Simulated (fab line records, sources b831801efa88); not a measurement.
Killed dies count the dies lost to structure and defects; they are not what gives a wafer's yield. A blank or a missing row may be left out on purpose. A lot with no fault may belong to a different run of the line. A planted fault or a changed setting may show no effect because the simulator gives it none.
The tool behind it: which one? -- flow sfq line -- 14 lots, 42 wafers sampled, at 2 steps of a route of 325

WHAT THE GAUGES SHOWED, per wafer
No reading from a measuring or inspecting step in the record can be judged against a usual standard deviation.

WHAT TOOL EACH LOT RAN ON (gives the tool, then ch and the chambers of the sampled wafers, and finally the start)
lot,SFQ_TRILAYER_L0_CAP_PECVD_011,SFQ_TRILAYER_L0_VIA_ETCH_VIA_ETCH_016
L380,"pecvd-01 ch 1,2, day 3 14:02","rie diel-04 ch 2,3, day 5 10:29"
L381,"pecvd-03 ch 0,1, day 3 20:02","rie diel-04 ch 0,3, day 5 16:29"
L383,"pecvd-03 ch 1,2, day 4 08:47","rie diel-03 ch 0,1,2, day 6 03:19"
L384,"pecvd-01 ch 0,2, day 4 11:55","rie diel-04 ch 0,3, day 6 08:05"
L385,"pecvd-04 ch 0,1,2, day 4 12:40","rie diel-03 ch 1,2, day 6 10:35"
L387,"pecvd-03 ch 0,2, day 5 01:23","rie diel-04 ch 0,2, day 6 23:47"
L388,"pecvd-04 ch 0,1,2, day 5 06:11","rie diel-02 ch 0,1, day 7 04:35"
L390,"pecvd-01 ch 0,2, day 5 15:47","rie diel-03 ch 0,2,3, day 7 12:59"
L391,"pecvd-04 ch 0,1,2, day 5 21:48","rie diel-02 ch 0,1, day 7 20:11"
L392,"pecvd-01 ch 0,1,2, day 6 02:36","rie diel-02 ch 0,2,3, day 8 03:11"
L400,"pecvd-04 ch 0,1,2, day 8 00:18","rie diel-04 ch 1,2,3, day 10 06:49"
L401,"pecvd-03 ch 0,2, day 8 06:40","rie diel-03 ch 0,2,3, day 10 14:01"
L402,"pecvd-04 ch 1,2, day 8 11:20","rie diel-04 ch 0,2, day 10 20:01"
L403,"pecvd-01 ch 0,2, day 8 16:41","rie diel-04 ch 0,1,3, day 11 00:49"
- SFQ_TRILAYER_L0_CAP_PECVD_011: deposits SiO2 from SiH4/N2O, time 13.333 s, target thk 60 nm.
- SFQ_TRILAYER_L0_VIA_ETCH_VIA_ETCH_016: etches SiO2 in CHF3, stops on MoNx KI, target depth 80 nm.

WHAT THE TOOLS THEMSELVES READ (means of the sampled wafers that have a number; where no wafer has one, the mark that the record gives instead)
SFQ_TRILAYER_L0_CAP_PECVD_011.
lot,tool,heater power w (W),rf fwd power W (W),showerhead vpp V (V),throttle valve pct (%)
L380,pecvd-01,86,179.8,792,24.0
L381,pecvd-03,119,181.3,848,25.1
L383,pecvd-03,79,180.4,816,26.5
L384,pecvd-01,78,181.4,798,24.6
L385,pecvd-04,88,181.4,844,26.8
L387,pecvd-03,100,180.6,815,26.8
L388,pecvd-04,86,181.2,855,26.8
L390,pecvd-01,63,254.1,951,24.7
L391,pecvd-04,88,180.9,842,26.8
L392,pecvd-01,58,253.8,945,24.5
L400,pecvd-04,84,181.0,847,26.7
L401,pecvd-03,115,181.0,827,26.3
L402,pecvd-04,86,181.2,813,26.3
L403,pecvd-01,75,181.7,810,25.2

SFQ_TRILAYER_L0_VIA_ETCH_VIA_ETCH_016.
lot,tool,drypump motor current A (A),oes product au (a.u.)
L380,rie diel-04,5.79,0.853
L381,rie diel-04,5.72,0.838
L383,rie diel-03,5.61,0.837
L384,rie diel-04,5.73,0.838
L385,rie diel-03,5.66,0.843
L387,rie diel-04,5.73,0.845
L388,rie diel-02,5.54,0.837
L390,rie diel-03,5.66,0.896
L391,rie diel-02,5.56,0.843
L392,rie diel-02,5.24,0.894
L400,rie diel-04,5.64,0.846
L401,rie diel-03,5.67,0.844
L402,rie diel-04,5.76,0.841
L403,rie diel-04,5.61,0.842

THE ANSWER, worked out from the rows above alone
Rule: usual is defined by the lots themselves. The widest of any qualifying gaps counts: lots, ordered by their means at a reading, are off when they make up no more than a third of the lots, leave a main group of 4 or more, and stand apart from it by 3 or more times the standard deviation of that group's means. The tables above print the reading to a certain number of digits; a main group whose means all agree to those digits is not used. A lot without any number at a reading at which 4 lots or more have one is off too. The other lots that the step has rows for count as sound. The gauges are gone through in route order, then the tools' own readings, and for those a lot's mean is taken as printed above. At the first step where some lot is off, the reading lying furthest off is the one used; lots without a number count as furthest.
Off at SFQ_TRILAYER_L0_CAP_PECVD_011 (rf fwd power W): L390, L392. Main group: mean 181.0 W, sd 0.5.
If a tool, at that step or one of the process steps before it, ran each lot that is off and ran no sound lot following the first of them, it fits. None of those tried fits.

WHAT WAS PUT IN BY THE SIMULATOR
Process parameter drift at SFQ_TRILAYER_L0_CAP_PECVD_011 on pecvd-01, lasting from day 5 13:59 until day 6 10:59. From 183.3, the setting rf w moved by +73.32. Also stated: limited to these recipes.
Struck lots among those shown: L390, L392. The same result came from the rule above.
